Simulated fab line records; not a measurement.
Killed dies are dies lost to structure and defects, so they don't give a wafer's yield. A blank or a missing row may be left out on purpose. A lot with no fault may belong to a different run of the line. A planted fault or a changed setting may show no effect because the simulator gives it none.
Problem report, 8D (eight disciplines) form, completed by code | flow sky130 | the parts of the form that need people (team, actions taken, sign-off) are left out

## 1. THE ISSUE
VT_ADJUST_LVTN_2_TW at SKY_VT_ADJUST_LVTN_TW_MEAS_21 reads a mean of 29.7 on 3 wafers of 1 lot; wafers without a fault read 189.4 with a standard deviation of 3. That puts it -53 standard deviations away from the usual mean.
The first sign was on wafer L926.2 at day 9 13:16, on filmMetro-04. The record holds 30 wafers of 10 lots with a number at this step. Rule for "out" (also "out of limits"): further than 4 standard deviations from the usual mean. The other wafers with a number count as sound.

## 2. WHAT THIS IS AND IS NOT
question                    | is                     | is not
which readings at this step | VT_ADJUST_LVTN_2_TW    | -
which lots                  | L926                   | L920, L921, L933, L936, L937, L939, L940, L941, L942
which wafers of those lots  | all that have a number | -
read on which gauges        | filmMetro-04           | filmMetro-01, filmMetro-03
when                        | from day 9 13:16       | up to then (6 sound wafers); but 21 sound wafers of L933, L936, L937, L939, L940, L941, L942 came after

## 3. THE SUSPECTS, EACH WITH WHAT RULES IT OUT
Counting: any tool at a process step up to the reading is kept as a suspect provided that every lot that is out went through it and no sound lot did after the first of them.
- the gauge at SKY_VT_ADJUST_LVTN_TW_MEAS_21 has been ruled out. All the wafers that are out were read on filmMetro-04, but those of them that SKY_VT_ADJUST_LVTN_STRIP_09 has rows for are out there too, on other tools.
- plasmaAsher-04 at SKY_PWDE_STRIP_09 (strips in O2/N2): ruled out as a lasting fault. After its first lot that is out, L926 (day 5 06:32), sound lots L936, L942 ran on it.
- rtpAnneal-02 at SKY_NWELL_RTA_28 (time 30 s): ruled out as a lasting fault. After its first lot that is out, L926 (day 6 21:16), sound lots L933, L939, L941, L942 ran on it.
- plasmaAsher-03 at SKY_VT_ADJUST_LVTN_STRIP_09 (strips in O2/N2): ruled out as a lasting fault. After its first lot that is out, L926 (day 8 14:56), sound lots L940, L941, L942 ran on it.
- plasmaAsher-01 at SKY_VT_ADJUST_LVTN_STRIP_20 (strips in O2/N2): ruled out as a lasting fault. After its first lot that is out, L926 (day 9 13:10), sound lots L939 ran on it.
Left after counting: nothing in the record.

## 4. THE CAUSE (what the simulator had put in)
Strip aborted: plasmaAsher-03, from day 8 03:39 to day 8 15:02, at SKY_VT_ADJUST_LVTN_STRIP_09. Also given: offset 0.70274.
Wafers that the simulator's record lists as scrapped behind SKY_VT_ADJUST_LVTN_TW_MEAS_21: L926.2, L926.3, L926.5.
Counting ruled it out, wrongly: the rule takes a fault to strike every lot that its tool runs from its start on, and this one did not.

## 5. THE CHAIN OF EFFECTS, in route order
One row per reading whose mean, taken over the struck wafers that have a number, lies over 3 standard deviations from the usual. Only readings whose record carries a usual standard deviation are examined. hours: median over the lots of the time between each lot's start at the first step of this table that gives one and its start at this step. sigmas: the change, counted in usual standard deviations.
hours | step                          | reading              | usual      | on struck wafers | change | sigmas
0     | SKY_VT_ADJUST_LVTN_STRIP_09   | oesProductAu         | 0.722 a.u. | 0.939            | +0.217 | +46
22    | SKY_VT_ADJUST_LVTN_STRIP_20   | stripTimeToEndpointS | 14.19 s    | 34.76            | +20.57 | +99 or more
22    | SKY_VT_ADJUST_LVTN_TW_MEAS_21 | VT_ADJUST_LVTN_2_TW  | 189.4      | 29.7             | -159.7 | -53
Its process steps:
- SKY_VT_ADJUST_LVTN_STRIP_09: strips in O2/N2.
- SKY_VT_ADJUST_LVTN_STRIP_20: strips in O2/N2.
Readings that are blank on the struck wafers while sound wafers have them: stripTimeToEndpointS at SKY_VT_ADJUST_LVTN_STRIP_09.

## 6. WHAT WOULD HAVE CAUGHT IT SOONER
Counted from the fault's start at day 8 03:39, it took 34 hours until the first out-of-limits reading at a measuring or inspecting step in this record, taken at day 9 13:16.
At SKY_VT_ADJUST_LVTN_STRIP_09, the tool's own readings (oesProductAu) were out on each struck wafer the step has a row for, so an alarm limit on them would have fired on the first such wafer.
